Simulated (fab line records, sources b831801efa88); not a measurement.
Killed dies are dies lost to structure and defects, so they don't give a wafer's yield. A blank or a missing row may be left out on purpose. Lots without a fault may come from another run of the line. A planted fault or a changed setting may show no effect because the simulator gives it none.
fab line records | flow gf180mcu
record lots=5 wafers=15 last_day=34
route steps=602 shown VT_IMPLANT@91
lots that met no fault: from a run of the same line without faults
start_h: hours from the record's first day to the start of the lot's first wafer shown | wait_h: hours since the lot's step before | " the same as in the row above | L1.1+2: a row that stands for several wafers | - no value, or no start given | * or withheld: withheld | < > ~ a bound
route shown NAME@n: a module of which the file shows steps, and the number in the route of the first | usual: mean/standard deviation of fault-free wafers | same: alike in all rows | chamber/n: place in a boat | sites: the reading at each site | _std_site: their standard deviation | _edge_site: outer sites' mean less inner sites' | radius_mm: how far each site lies from the wafer's centre | mask NAME#n: copy n | behind: the tool/chamber that last shaped the wafer | hold: why the lot was held/for how many hours/how that ended | device: the transistor (n, p or np) that didn't switch | end of line: the same wafers' tests at the end of the route | a step without rows: its recipe alone | killed: dies lost to structure and defects at the first sort, not the wafer's yield | map: a wafer's dies, x killed, . not, _ none there
set.NAME: the setting as run; set.NAME@STEP: as run at that earlier step | model.NAME: the simulator's own value behind a step, which no gauge read
lots at some steps of the route; a table a step, a row a wafer
services: from which hour (start_h, from the record's first day; less than 0 if before it) a tool's chamber was out of use, for how many hours, and why
## steps
# step GF_VT_IMPLANT_HMDS_01
# recipe prime_time_s=60 prime_temp_c=120
# columns lot.wafer tool chamber start_h wait_h
L084.1+3+4 litho_track-02 0 159.85 0.1
L089.1+4+6 litho_track-04 0 193.03 0.1
L090.1+5+6 litho_track-04 0 199.78 0.1
L091.3+4+6 litho_track-04 0 204.23 0.1
L096.3+4+6 litho_track-02 0 234.85 0.1
# step GF_VT_IMPLANT_COAT_02
# recipe resist=NOVOLAK spin_rpm=3000 resist_thk_nm=1000
# columns lot.wafer tool chamber start_h wait_h
L084.1+3+4 litho_track-02 0 160.00 0.1
L089.1+4+6 litho_track-04 0 193.18 0.1
L090.1+5+6 litho_track-04 0 199.93 0.1
L091.3+4+6 litho_track-04 0 204.38 0.1
L096.3+4+6 litho_track-02 0 235.00 0.1
# step GF_VT_IMPLANT_SOFTBAKE_03
# recipe temp_c=90 time_s=60 resist=NOVOLAK
# usual heater_power_total_W=56.59/0.044
# columns lot.wafer tool chamber start_h wait_h heater_power_total_W
L084.1 litho_track-02 0 160.15 0.1 56.54
L084.3 " 0 " " 56.60
L084.4 " 0 " " 56.68
L089.1 litho_track-04 0 193.33 0.1 56.53
L089.4 " 0 " " 56.59
L089.6 " 0 " " 56.59
L090.1 litho_track-04 0 200.08 0.1 56.63
L090.5 " 0 " " 56.69
L090.6 " 0 " " 56.53
L091.3 litho_track-04 0 204.53 0.1 56.62
L091.4 " 0 " " 56.52
L091.6 " 0 " " 56.62
L096.3 litho_track-02 0 235.15 0.1 56.66
L096.4 " 0 " " 56.58
L096.6 " 0 " " 56.67
# step GF_VT_IMPLANT_EXPOSE_04
# recipe mask_id=LVPWELL_LV_AREA target_cd_nm=600 na=0.6 source_shape=conventional sigma_outer=0.6 dose_mj=140
# usual stage_vel_mm_s=499.96/0.26
# same sigma_outer=0.6
# columns lot.wafer tool chamber start_h wait_h mask stage_vel_mm_s
L084.1 iline_stepper-02 0 - - LVPWELL_LV_AREA#0 500.00
L084.3 " 0 " " LVPWELL_LV_AREA#0 499.90
L084.4 " 0 " " LVPWELL_LV_AREA#0 500.17
L089.1 iline_stepper-02 0 - - LVPWELL_LV_AREA#0 499.64
L089.4 " 0 " " LVPWELL_LV_AREA#0 499.85
L089.6 " 0 " " LVPWELL_LV_AREA#0 499.77
L090.1 iline_stepper-01 0 - - LVPWELL_LV_AREA#0 499.74
L090.5 " 0 " " LVPWELL_LV_AREA#0 500.09
L090.6 " 0 " " LVPWELL_LV_AREA#0 499.86
L091.3 iline_stepper-01 0 - - LVPWELL_LV_AREA#0 499.96
L091.4 " 0 " " LVPWELL_LV_AREA#0 500.40
L091.6 " 0 " " LVPWELL_LV_AREA#0 500.72
L096.3 iline_stepper-02 0 - - LVPWELL_LV_AREA#0 499.76
L096.4 " 0 " " LVPWELL_LV_AREA#0 499.78
L096.6 " 0 " " LVPWELL_LV_AREA#0 499.97
# step GF_VT_IMPLANT_PEB_05
# recipe temp_c=withheld time_s=* resist=NOVOLAK
# columns lot.wafer tool chamber start_h wait_h
L084.1+3+4 litho_track-02 0 - -
L089.1+4+6 litho_track-04 0 - -
L090.1+5+6 litho_track-04 0 - -
L091.3+4+6 litho_track-04 0 - -
L096.3+4+6 litho_track-04 0 - -
# step GF_VT_IMPLANT_DEVELOP_06
# recipe develop_time_s=60 dev_temp_c=23
# columns lot.wafer tool chamber start_h wait_h
L084.1+3+4 litho_track-02 0 167.95 0.1
L089.1+4+6 litho_track-04 0 201.63 0.1
L090.1+5+6 litho_track-04 0 208.23 0.1
L091.3+4+6 litho_track-04 0 213.18 0.1
L096.3+4+6 litho_track-04 0 243.78 0.1
# step GF_VT_IMPLANT_OVL_MEAS_07
# usual VT_IMPLANT_OVL=0.1/1.2
# columns lot.wafer tool chamber start_h wait_h VT_IMPLANT_OVL[nm]
L084.1 overlay-02 - 168.10 0.1 0.2
L084.3 " - " " -0.5
L084.4 " - " " -0.9
L089.1 overlay-02 - 201.78 0.1 -1.6
L089.4 " - " " 0.8
L089.6 " - " " -0.4
L090.1 overlay-02 - 208.38 0.1 1.7
L090.5 " - " " 2.5
L090.6 " - " " 2.2
L091.3 overlay-02 - 213.29 0.1 -0.7
L091.4 " - " " 0.4
L091.6 " - " " 1.2
L096.3 overlay-01 - 243.89 0.1 -0.1
L096.4 " - " " -0.2
L096.6 " - " " 0.9
# step GF_VT_IMPLANT_IMPLANT_08
# recipe species=BF2 energy_kev=20 dose_cm2=8.29e+12 tilt_deg=7
# usual tilt_deg=7.005/0.02
# same implant_ion_amu=49
# columns lot.wafer tool chamber start_h wait_h tilt_deg
L084.1 implanter-03 0 168.14 0.0 7.018
L084.3 " 0 " " 7.005
L084.4 " 0 " " 7.020
L089.1 implanter-02 0 201.81 0.0 6.974
L089.4 " 0 " " 6.972
L089.6 " 0 " " 7.013
L090.1 implanter-04 0 208.41 0.0 6.977
L090.5 " 0 " " 6.989
L090.6 " 0 " " 6.989
L091.3 implanter-03 0 213.36 0.1 6.988
L091.4 " 0 " " 6.989
L091.6 " 0 " " 7.006
L096.3 implanter-04 0 243.96 0.1 7.019
L096.4 " 0 " " 7.020
L096.6 " 0 " " 7.009
# step GF_VT_IMPLANT_STRIP_09
# recipe chemistry=O2/N2 power_w=1400 pressure_mtorr=1500 platen_temp_c=250 o2_flow_sccm=3000 n2_flow_sccm=300 overash_fraction=0.5
# usual drypump_motor_current_A=5.46/0.24 heater_power_w=339/29 oes_product_au=0.716/0.0047 platen_temp_c=250.02/0.19 strip_time_to_endpoint_s=12.62/0.042
# columns lot.wafer tool chamber start_h wait_h drypump_motor_current_A heater_power_w oes_product_au platen_temp_c rf_hours_counter_h strip_time_to_endpoint_s
L084.1 plasma_asher-01 1 168.29 0.1 5.10 324 0.727 250.06 53 12.60
L084.3 " 1 " " 5.08 312 0.719 250.13 - 12.64
L084.4 " 0 " " 5.73 365 0.714 249.92 - 12.63
L089.1 plasma_asher-01 1 201.96 0.1 5.08 322 0.714 249.97 56 12.72
L089.4 " 0 " " 5.74 369 0.722 249.81 - 12.70
L089.6 " 1 " " 5.08 315 0.719 250.22 - 12.68
L090.1 plasma_asher-01 1 208.56 0.1 5.10 329 0.712 250.12 57 12.64
L090.5 " 0 " " 5.72 370 0.714 249.78 - 12.65
L090.6 " 1 " " 5.09 321 0.713 250.07 - 12.67
L091.3 plasma_asher-02 0 213.50 0.1 5.44 347 0.712 249.97 - 12.57
L091.4 " 1 " " 5.41 292 0.711 250.21 - 12.60
L091.6 " 0 " " 5.43 348 0.714 250.16 - 12.57
L096.3 plasma_asher-01 1 244.10 0.1 5.11 325 0.713 250.32 - 12.56
L096.4 " 0 " " 5.72 369 0.716 250.17 - 12.53
L096.6 " 0 " " 5.72 365 0.715 249.80 - 12.57
# step GF_VT_IMPLANT_TW_MEAS_10
# usual VT_IMPLANT_TW=565/4.7
# columns lot.wafer tool chamber start_h wait_h VT_IMPLANT_TW
L084.1 film_metro-04 - 168.39 0.1 557
L084.3 " - " " 555
L084.4 " - " " 558
L089.1 film_metro-03 - 202.06 0.1 562
L089.4 " - " " 565
L089.6 " - " " 566
L090.1 film_metro-03 - 208.66 0.1 563
L090.5 " - " " 566
L090.6 " - " " 564
L091.3 film_metro-02 - 213.58 0.1 570
L091.4 " - " " 569
L091.6 " - " " 565
L096.3 film_metro-04 - 244.18 0.1 557
L096.4 " - " " 558
L096.6 " - " " 560
# step GF_VT_IMPLANT_DEHYDRATE_11
# recipe temp_c=200 time_s=60
# usual heater_power_total_W=160.37/0.12
# columns lot.wafer tool chamber start_h wait_h heater_power_total_W
L084.1 litho_track-04 0 176.18 7.8 160.38
L084.3 " 0 " " 160.42
L084.4 " 0 " " 160.51
L089.1 litho_track-04 0 209.33 7.3 160.41
L089.4 " 0 " " 160.34
L089.6 " 0 " " 160.43
L090.1 litho_track-01 0 216.74 8.1 160.27
L090.5 " 0 " " 160.38
L090.6 " 0 " " 160.52
L091.3 litho_track-01 0 221.34 7.7 160.53
L091.4 " 0 " " 160.49
L091.6 " 0 " " 160.27
L096.3 litho_track-04 0 253.58 9.4 160.33
L096.4 " 0 " " 160.55
L096.6 " 0 " " 160.41
# step GF_VT_IMPLANT_HMDS_12
# recipe prime_time_s=60 prime_temp_c=120
# columns lot.wafer tool chamber start_h wait_h
L084.1+3+4 litho_track-04 0 176.33 0.1
L089.1+4+6 litho_track-04 0 209.48 0.1
L090.1+5+6 litho_track-01 0 216.89 0.1
L091.3+4+6 litho_track-01 0 221.49 0.1
L096.3+4+6 litho_track-04 0 253.73 0.1
# step GF_VT_IMPLANT_COAT_13
# recipe resist=NOVOLAK spin_rpm=3000 resist_thk_nm=1000
# columns lot.wafer tool chamber start_h wait_h
L084.1+3+4 litho_track-04 0 176.48 0.1
L089.1+4+6 litho_track-04 0 209.63 0.1
L090.1+5+6 litho_track-01 0 217.04 0.1
L091.3+4+6 litho_track-01 0 221.64 0.1
L096.3+4+6 litho_track-04 0 253.88 0.1
# step GF_VT_IMPLANT_SOFTBAKE_14
# recipe temp_c=90 time_s=60 resist=NOVOLAK
# usual heater_power_total_W=56.60/0.046
# columns lot.wafer tool chamber start_h wait_h heater_power_total_W
L084.1 litho_track-04 0 176.63 0.1 56.69
L084.3 " 0 " " 56.61
L084.4 " 0 " " 56.62
L089.1 litho_track-04 0 209.78 0.1 56.51
L089.4 " 0 " " 56.57
L089.6 " 0 " " 56.61
L090.1 litho_track-01 0 217.19 0.1 56.55
L090.5 " 0 " " 56.55
L090.6 " 0 " " 56.60
L091.3 litho_track-01 0 221.79 0.1 56.61
L091.4 " 0 " " 56.56
L091.6 " 0 " " 56.61
L096.3 litho_track-04 0 254.03 0.1 56.55
L096.4 " 0 " " 56.63
L096.6 " 0 " " 56.56
# step GF_VT_IMPLANT_EXPOSE_15
# recipe mask_id=Nwell_LV_AREA target_cd_nm=860 na=0.6 source_shape=conventional sigma_outer=0.6 dose_mj=140
# usual stage_vel_mm_s=499.97/0.23
# same sigma_outer=0.6
# columns lot.wafer tool chamber start_h wait_h mask stage_vel_mm_s
L084.1 iline_stepper-02 0 - - Nwell_LV_AREA#0 499.97
L084.3 " 0 " " Nwell_LV_AREA#0 500.27
L084.4 " 0 " " Nwell_LV_AREA#0 499.71
L089.1 iline_stepper-01 0 - - Nwell_LV_AREA#0 499.99
L089.4 " 0 " " Nwell_LV_AREA#0 499.72
L089.6 " 0 " " Nwell_LV_AREA#0 499.91
L090.1 iline_stepper-02 0 - - Nwell_LV_AREA#0 500.02
L090.5 " 0 " " Nwell_LV_AREA#0 499.94
L090.6 " 0 " " Nwell_LV_AREA#0 499.93
L091.3 iline_stepper-01 0 - - Nwell_LV_AREA#0 500.14
L091.4 " 0 " " Nwell_LV_AREA#0 499.99
L091.6 " 0 " " Nwell_LV_AREA#0 500.19
L096.3 iline_stepper-01 0 - - Nwell_LV_AREA#0 500.08
L096.4 " 0 " " Nwell_LV_AREA#0 500.38
L096.6 " 0 " " Nwell_LV_AREA#0 500.18
# step GF_VT_IMPLANT_PEB_16
# recipe temp_c=withheld time_s=* resist=NOVOLAK
# columns lot.wafer tool chamber start_h wait_h
L084.1+3+4 litho_track-01 0 - -
L089.1+4+6 litho_track-01 0 - -
L090.1+5+6 litho_track-04 0 - -
L091.3+4+6 litho_track-02 0 - -
L096.3+4+6 litho_track-01 0 - -
# step GF_VT_IMPLANT_DEVELOP_17
# recipe develop_time_s=60 dev_temp_c=23
# columns lot.wafer tool chamber start_h wait_h
L084.1+3+4 litho_track-01 0 185.04 0.1
L089.1+4+6 litho_track-01 0 218.14 0.1
L090.1+5+6 litho_track-04 0 225.58 0.1
L091.3+4+6 litho_track-02 0 230.35 0.1
L096.3+4+6 litho_track-01 0 262.89 0.1
# step GF_VT_IMPLANT_OVL_MEAS_18
# usual VT_IMPLANT_01_OVL=-0.1/1.2
# columns lot.wafer tool chamber start_h wait_h VT_IMPLANT_01_OVL[nm]
L084.1 overlay-01 - 185.19 0.1 -1.2
L084.3 " - " " -0.2
L084.4 " - " " -1.0
L089.1 overlay-02 - 218.29 0.1 0.6
L089.4 " - " " 0.4
L089.6 " - " " 0.7
L090.1 overlay-02 - 225.73 0.1 -1.8
L090.5 " - " " -2.3
L090.6 " - " " -1.9
L091.3 overlay-01 - 230.46 0.1 -2.1
L091.4 " - " " -1.7
L091.6 " - " " -2.3
L096.3 overlay-01 - 263.00 0.1 -1.3
L096.4 " - " " 0.0
L096.6 " - " " -1.3
# step GF_VT_IMPLANT_IMPLANT_19
# recipe species=As energy_kev=100 dose_cm2=4.35e+12 tilt_deg=7
# usual tilt_deg=7.000/0.021
# same implant_ion_amu=75
# columns lot.wafer tool chamber start_h wait_h tilt_deg
L084.1 implanter-03 0 185.23 0.0 6.983
L084.3 " 0 " " 6.989
L084.4 " 0 " " 6.978
L089.1 implanter-04 0 218.32 0.0 6.987
L089.4 " 0 " " 6.977
L089.6 " 0 " " 6.968
L090.1 implanter-03 0 225.76 0.0 6.998
L090.5 " 0 " " 7.019
L090.6 " 0 " " 7.021
L091.3 implanter-02 0 230.54 0.1 7.031
L091.4 " 0 " " 7.038
L091.6 " 0 " " 7.029
L096.3 implanter-03 0 263.07 0.1 7.029
L096.4 " 0 " " 7.026
L096.6 " 0 " " 7.019
# step GF_VT_IMPLANT_STRIP_20
# recipe chemistry=O2/N2 power_w=1400 pressure_mtorr=1500 platen_temp_c=250 o2_flow_sccm=3000 n2_flow_sccm=300 overash_fraction=0.5
# usual drypump_motor_current_A=5.46/0.22 heater_power_w=337/30 oes_product_au=0.716/0.0044 platen_temp_c=249.99/0.19 strip_time_to_endpoint_s=12.62/0.031
# columns lot.wafer tool chamber start_h wait_h drypump_motor_current_A heater_power_w oes_product_au platen_temp_c rf_hours_counter_h strip_time_to_endpoint_s
L084.1 plasma_asher-01 0 185.38 0.1 5.73 369 0.726 249.64 55 12.60
L084.3 " 1 " " 5.09 313 0.716 249.80 - 12.61
L084.4 " 0 " " 5.74 368 0.721 249.89 - 12.62
L089.1 plasma_asher-02 1 218.47 0.1 5.43 296 0.723 250.11 11 12.59
L089.4 " 1 " " 5.41 297 0.716 250.08 - 12.61
L089.6 " 0 " " 5.43 342 0.713 249.73 - 12.63
L090.1 plasma_asher-02 1 225.91 0.1 5.40 282 0.711 250.45 12 12.59
L090.5 " 1 " " 5.40 283 0.722 250.26 - 12.61
L090.6 " 0 " " 5.43 357 0.715 249.99 - 12.59
L091.3 plasma_asher-04 1 230.67 0.1 5.75 362 0.716 250.19 - 12.67
L091.4 " 0 " " 5.52 342 0.714 249.85 - 12.65
L091.6 " 1 " " 5.77 365 0.713 250.05 - 12.60
L096.3 plasma_asher-04 1 263.21 0.1 5.74 357 0.715 250.14 - 12.59
L096.4 " 0 " " 5.52 334 0.720 250.05 - 12.60
L096.6 " 0 " " 5.51 331 0.713 249.98 - 12.58
# step GF_VT_IMPLANT_TW_MEAS_21
# usual VT_IMPLANT_2_TW=1217/9.9
# columns lot.wafer tool chamber start_h wait_h VT_IMPLANT_2_TW
L084.1 film_metro-02 - 185.49 0.1 1219
L084.3 " - " " 1215
L084.4 " - " " 1209
L089.1 film_metro-03 - 218.57 0.1 1210
L089.4 " - " " 1211
L089.6 " - " " 1214
L090.1 film_metro-03 - 226.01 0.1 1219
L090.5 " - " " 1213
L090.6 " - " " 1209
L091.3 film_metro-02 - 230.76 0.1 1231
L091.4 " - " " 1231
L091.6 " - " " 1223
L096.3 film_metro-02 - 263.29 0.1 1229
L096.4 " - " " 1224
L096.6 " - " " 1218
# step GF_VT_IMPLANT_DEHYDRATE_22
# recipe temp_c=200 time_s=60
# usual heater_power_total_W=160.37/0.13
# columns lot.wafer tool chamber start_h wait_h heater_power_total_W
L084.1 litho_track-01 0 192.44 6.9 160.19
L084.3 " 0 " " 160.43
L084.4 " 0 " " 160.13
L089.1 litho_track-01 0 226.14 7.6 160.52
L089.4 " 0 " " 160.28
L089.6 " 0 " " 160.10
L090.1 litho_track-04 0 234.53 8.5 160.57
L090.5 " 0 " " 160.58
L090.6 " 0 " " 160.23
L091.3 litho_track-01 0 239.09 8.3 160.35
L091.4 " 0 " " 160.27
L091.6 " 0 " " 160.46
L096.3 litho_track-04 0 271.98 8.7 160.41
L096.4 " 0 " " 160.26
L096.6 " 0 " " 160.43
# step GF_VT_IMPLANT_HMDS_23
# recipe prime_time_s=60 prime_temp_c=120
# columns lot.wafer tool chamber start_h wait_h
L084.1+3+4 litho_track-01 0 192.59 0.1
L089.1+4+6 litho_track-01 0 226.29 0.1
L090.1+5+6 litho_track-04 0 234.68 0.1
L091.3+4+6 litho_track-01 0 239.24 0.1
L096.3+4+6 litho_track-04 0 272.13 0.1
# step GF_VT_IMPLANT_COAT_24
# recipe resist=NOVOLAK spin_rpm=3000 resist_thk_nm=1000
# columns lot.wafer tool chamber start_h wait_h
L084.1+3+4 litho_track-01 0 192.74 0.1
L089.1+4+6 litho_track-01 0 226.44 0.1
L090.1+5+6 litho_track-04 0 234.83 0.1
L091.3+4+6 litho_track-01 0 239.39 0.1
L096.3+4+6 litho_track-04 0 272.28 0.1
# step GF_VT_IMPLANT_SOFTBAKE_25
# recipe temp_c=90 time_s=60 resist=NOVOLAK
# usual heater_power_total_W=56.60/0.049
# columns lot.wafer tool chamber start_h wait_h heater_power_total_W
L084.1 litho_track-01 0 192.89 0.1 56.59
L084.3 " 0 " " 56.60
L084.4 " 0 " " 56.58
L089.1 litho_track-01 0 226.59 0.1 56.66
L089.4 " 0 " " 56.54
L089.6 " 0 " " 56.62
L090.1 litho_track-04 0 234.98 0.1 56.67
L090.5 " 0 " " 56.55
L090.6 " 0 " " 56.58
L091.3 litho_track-01 0 239.54 0.1 56.62
L091.4 " 0 " " 56.55
L091.6 " 0 " " 56.74
L096.3 litho_track-04 0 272.43 0.1 56.59
L096.4 " 0 " " 56.61
L096.6 " 0 " " 56.63
# step GF_VT_IMPLANT_EXPOSE_26
# recipe mask_id=LVPWELL_HV_AREA target_cd_nm=860 na=0.6 source_shape=conventional sigma_outer=0.6 dose_mj=140
# usual stage_vel_mm_s=500.02/0.26
# same sigma_outer=0.6
# columns lot.wafer tool chamber start_h wait_h mask stage_vel_mm_s
L084.1 iline_stepper-02 0 - - LVPWELL_HV_AREA#0 500.16
L084.3 " 0 " " LVPWELL_HV_AREA#0 499.92
L084.4 " 0 " " LVPWELL_HV_AREA#0 499.59
L089.1 iline_stepper-02 0 - - LVPWELL_HV_AREA#0 500.22
L089.4 " 0 " " LVPWELL_HV_AREA#0 499.96
L089.6 " 0 " " LVPWELL_HV_AREA#0 499.96
L090.1 iline_stepper-01 0 - - LVPWELL_HV_AREA#0 500.87
L090.5 " 0 " " LVPWELL_HV_AREA#0 500.00
L090.6 " 0 " " LVPWELL_HV_AREA#0 500.11
L091.3 iline_stepper-02 0 - - LVPWELL_HV_AREA#0 500.06
L091.4 " 0 " " LVPWELL_HV_AREA#0 499.59
L091.6 " 0 " " LVPWELL_HV_AREA#0 500.09
L096.3 iline_stepper-02 0 - - LVPWELL_HV_AREA#0 499.75
L096.4 " 0 " " LVPWELL_HV_AREA#0 499.68
L096.6 " 0 " " LVPWELL_HV_AREA#0 500.03
# step GF_VT_IMPLANT_PEB_27
# recipe temp_c=withheld time_s=* resist=NOVOLAK
# columns lot.wafer tool chamber start_h wait_h
L084.1+3+4 litho_track-02 0 - -
L089.1+4+6 litho_track-04 0 - -
L090.1+5+6 litho_track-04 0 - -
L091.3+4+6 litho_track-04 0 - -
L096.3+4+6 litho_track-04 0 - -
# step GF_VT_IMPLANT_DEVELOP_28
# recipe develop_time_s=60 dev_temp_c=23
# columns lot.wafer tool chamber start_h wait_h
L084.1+3+4 litho_track-02 0 201.25 0.1
L089.1+4+6 litho_track-04 0 235.88 0.1
L090.1+5+6 litho_track-04 0 243.43 0.1
L091.3+4+6 litho_track-04 0 247.83 0.1
L096.3+4+6 litho_track-04 0 282.33 0.1
# step GF_VT_IMPLANT_OVL_MEAS_29
# usual VT_IMPLANT_02_OVL=-1.3/1.5
# columns lot.wafer tool chamber start_h wait_h VT_IMPLANT_02_OVL[nm]
L084.1 overlay-01 - 201.40 0.1 -0.9
L084.3 " - " " 1.1
L084.4 " - " " 0.6
L089.1 overlay-02 - 236.03 0.1 0.2
L089.4 " - " " 0.2
L089.6 " - " " -0.6
L090.1 overlay-01 - 243.58 0.1 -4.2
L090.5 " - " " -2.6
L090.6 " - " " -2.7
L091.3 overlay-01 - 247.94 0.1 0.2
L091.4 " - " " -2.3
L091.6 " - " " -0.8
L096.3 overlay-02 - 282.44 0.1 -1.0
L096.4 " - " " 0.1
L096.6 " - " " -0.4
# step GF_VT_IMPLANT_IMPLANT_30
# recipe species=B energy_kev=25 dose_cm2=2.534e+12 tilt_deg=7
# usual tilt_deg=6.998/0.019
# same implant_ion_amu=11
# columns lot.wafer tool chamber start_h wait_h tilt_deg
L084.1 implanter-04 0 201.44 0.0 7.000
L084.3 " 0 " " 7.013
L084.4 " 0 " " 6.985
L089.1 implanter-02 0 236.06 0.0 6.986
L089.4 " 0 " " 6.993
L089.6 " 0 " " 7.008
L090.1 implanter-04 0 243.61 0.0 7.012
L090.5 " 0 " " 7.018
L090.6 " 0 " " 7.009
L091.3 implanter-04 0 248.01 0.1 6.998
L091.4 " 0 " " 7.003
L091.6 " 0 " " 6.988
L096.3 implanter-03 0 282.51 0.1 6.990
L096.4 " 0 " " 6.996
L096.6 " 0 " " 7.021
# step GF_VT_IMPLANT_STRIP_31
# recipe chemistry=O2/N2 power_w=1400 pressure_mtorr=1500 platen_temp_c=250 o2_flow_sccm=3000 n2_flow_sccm=300 overash_fraction=0.5
# usual drypump_motor_current_A=5.49/0.23 heater_power_w=340/29 oes_product_au=0.716/0.0044 platen_temp_c=249.99/0.18 strip_time_to_endpoint_s=12.62/0.036
# columns lot.wafer tool chamber start_h wait_h drypump_motor_current_A heater_power_w oes_product_au platen_temp_c rf_hours_counter_h strip_time_to_endpoint_s
L084.1 plasma_asher-04 1 201.59 0.1 5.71 369 0.723 249.84 44 12.63
L084.3 " 0 " " 5.52 339 0.716 250.07 - 12.62
L084.4 " 1 " " 5.70 372 0.721 249.83 - 12.63
L089.1 plasma_asher-04 0 236.21 0.1 5.52 337 0.716 250.44 44 12.63
L089.4 " 0 " " 5.53 338 0.717 250.10 - 12.65
L089.6 " 0 " " 5.50 337 0.717 249.93 - 12.62
L090.1 plasma_asher-01 1 243.76 0.1 5.09 323 0.727 250.22 61 12.67
L090.5 " 1 " " 5.08 327 0.718 250.01 - 12.67
L090.6 " 0 " " 5.73 367 0.718 250.30 - 12.65
L091.3 plasma_asher-02 0 248.15 0.1 5.44 356 0.715 249.94 - 12.64
L091.4 " 1 " " 5.42 292 0.709 250.20 - 12.64
L091.6 " 1 " " 5.40 286 0.705 249.98 - 12.65
L096.3 plasma_asher-02 0 282.65 0.1 5.41 354 0.719 249.73 - 12.64
L096.4 " 1 " " 5.44 283 0.715 250.11 - 12.66
L096.6 " 1 " " 5.42 296 0.709 250.22 - 12.65
# step GF_VT_IMPLANT_TW_MEAS_32
# usual VT_IMPLANT_3_TW=269.2/2
# columns lot.wafer tool chamber start_h wait_h VT_IMPLANT_3_TW
L084.1 film_metro-02 - 201.69 0.1 271.2
L084.3 " - " " 271.2
L084.4 " - " " 271.2
L089.1 film_metro-04 - 236.31 0.1 266.4
L089.4 " - " " 265.5
L089.6 " - " " 266.5
L090.1 film_metro-03 - 243.86 0.1 270.3
L090.5 " - " " 268.7
L090.6 " - " " 268.8
L091.3 film_metro-04 - 248.23 0.1 267.5
L091.4 " - " " 266.4
L091.6 " - " " 266.8
L096.3 film_metro-02 - 282.73 0.1 270.3
L096.4 " - " " 270.3
L096.6 " - " " 269.9
# step GF_VT_IMPLANT_DEHYDRATE_33
# recipe temp_c=200 time_s=60
# usual heater_power_total_W=160.36/0.12
# columns lot.wafer tool chamber start_h wait_h heater_power_total_W
L084.1 litho_track-04 0 208.73 7.0 160.52
L084.3 " 0 " " 160.34
L084.4 " 0 " " 160.30
L089.1 litho_track-01 0 244.49 8.2 160.25
L089.4 " 0 " " 160.26
L089.6 " 0 " " 160.46
L090.1 litho_track-02 0 252.50 8.6 160.34
L090.5 " 0 " " 160.21
L090.6 " 0 " " 160.54
L091.3 litho_track-01 0 257.09 8.8 160.39
L091.4 " 0 " " 160.55
L091.6 " 0 " " 160.38
L096.3 litho_track-01 0 292.64 9.9 160.35
L096.4 " 0 " " 160.36
L096.6 " 0 " " 160.26
# step GF_VT_IMPLANT_HMDS_34
# recipe prime_time_s=60 prime_temp_c=120
# columns lot.wafer tool chamber start_h wait_h
L084.1+3+4 litho_track-04 0 208.88 0.1
L089.1+4+6 litho_track-01 0 244.64 0.1
L090.1+5+6 litho_track-02 0 252.65 0.1
L091.3+4+6 litho_track-01 0 257.24 0.1
L096.3+4+6 litho_track-01 0 292.79 0.1
# step GF_VT_IMPLANT_COAT_35
# recipe resist=NOVOLAK spin_rpm=3000 resist_thk_nm=1000
# columns lot.wafer tool chamber start_h wait_h
L084.1+3+4 litho_track-04 0 209.03 0.1
L089.1+4+6 litho_track-01 0 244.79 0.1
L090.1+5+6 litho_track-02 0 252.80 0.1
L091.3+4+6 litho_track-01 0 257.39 0.1
L096.3+4+6 litho_track-01 0 292.94 0.1
# step GF_VT_IMPLANT_SOFTBAKE_36
# recipe temp_c=90 time_s=60 resist=NOVOLAK
# usual heater_power_total_W=56.60/0.048
# columns lot.wafer tool chamber start_h wait_h heater_power_total_W
L084.1 litho_track-04 0 209.18 0.1 56.63
L084.3 " 0 " " 56.57
L084.4 " 0 " " 56.57
L089.1 litho_track-01 0 244.94 0.1 56.56
L089.4 " 0 " " 56.60
L089.6 " 0 " " 56.56
L090.1 litho_track-02 0 252.95 0.1 56.60
L090.5 " 0 " " 56.60
L090.6 " 0 " " 56.56
L091.3 litho_track-01 0 257.54 0.1 56.63
L091.4 " 0 " " 56.57
L091.6 " 0 " " 56.64
L096.3 litho_track-01 0 293.09 0.1 56.49
L096.4 " 0 " " 56.56
L096.6 " 0 " " 56.55
# step GF_VT_IMPLANT_EXPOSE_37
# recipe mask_id=Nwell_HV_AREA target_cd_nm=860 na=0.6 source_shape=conventional sigma_outer=0.6 dose_mj=140
# usual stage_vel_mm_s=499.96/0.23
# same sigma_outer=0.6
# columns lot.wafer tool chamber start_h wait_h mask stage_vel_mm_s
L084.1 iline_stepper-01 0 - - Nwell_HV_AREA#0 499.80
L084.3 " 0 " " Nwell_HV_AREA#0 500.14
L084.4 " 0 " " Nwell_HV_AREA#0 499.76
L089.1 iline_stepper-01 0 - - Nwell_HV_AREA#0 500.12
L089.4 " 0 " " Nwell_HV_AREA#0 499.72
L089.6 " 0 " " Nwell_HV_AREA#0 500.13
L090.1 iline_stepper-02 0 - - Nwell_HV_AREA#0 499.97
L090.5 " 0 " " Nwell_HV_AREA#0 499.96
L090.6 " 0 " " Nwell_HV_AREA#0 499.76
L091.3 iline_stepper-02 0 - - Nwell_HV_AREA#0 500.15
L091.4 " 0 " " Nwell_HV_AREA#0 499.90
L091.6 " 0 " " Nwell_HV_AREA#0 500.10
L096.3 iline_stepper-02 0 - - Nwell_HV_AREA#0 500.04
L096.4 " 0 " " Nwell_HV_AREA#0 500.24
L096.6 " 0 " " Nwell_HV_AREA#0 500.18
# step GF_VT_IMPLANT_PEB_38
# recipe temp_c=withheld time_s=* resist=NOVOLAK
# columns lot.wafer tool chamber start_h wait_h
L084.1+3+4 litho_track-04 0 - -
L089.1+4+6 litho_track-02 0 - -
L090.1+5+6 litho_track-02 0 - -
L091.3+4+6 litho_track-04 0 - -
L096.3+4+6 litho_track-04 0 - -
# step GF_VT_IMPLANT_DEVELOP_39
# recipe develop_time_s=60 dev_temp_c=23
# columns lot.wafer tool chamber start_h wait_h
L084.1+3+4 litho_track-04 0 217.93 0.1
L089.1+4+6 litho_track-02 0 254.50 0.1
L090.1+5+6 litho_track-02 0 262.35 0.1
L091.3+4+6 litho_track-04 0 266.03 0.1
L096.3+4+6 litho_track-04 0 302.93 0.1
## services
# columns tool chamber start_h hours kind
iline_stepper-02 - 140.89 1.7 pm
implanter-03 - 144.20 3.7 repair
implanter-04 - 165.72 9.9 repair
iline_stepper-01 - 168.28 2.1 pm
iline_stepper-01 - 170.36 - consumable_replace:lamp
implanter-02 - 177.86 7.5 pm
implanter-04 - 196.71 1.8 repair
plasma_asher-04 - 202.72 25.9 pm
iline_stepper-01 - 215.20 2.4 repair
plasma_asher-01 - 233.72 3.2 repair
iline_stepper-01 - 247.29 1.7 pm
plasma_asher-04 - 247.78 1.4 repair
plasma_asher-01 - 264.28 2.8 pm
iline_stepper-01 - 264.54 21.1 repair
plasma_asher-04 - 272.04 14.6 pm
implanter-04 - 288.81 2.1 repair
plasma_asher-04 - 297.70 4.1 repair
iline_stepper-01 - 302.30 3.0 repair
## key
fault none
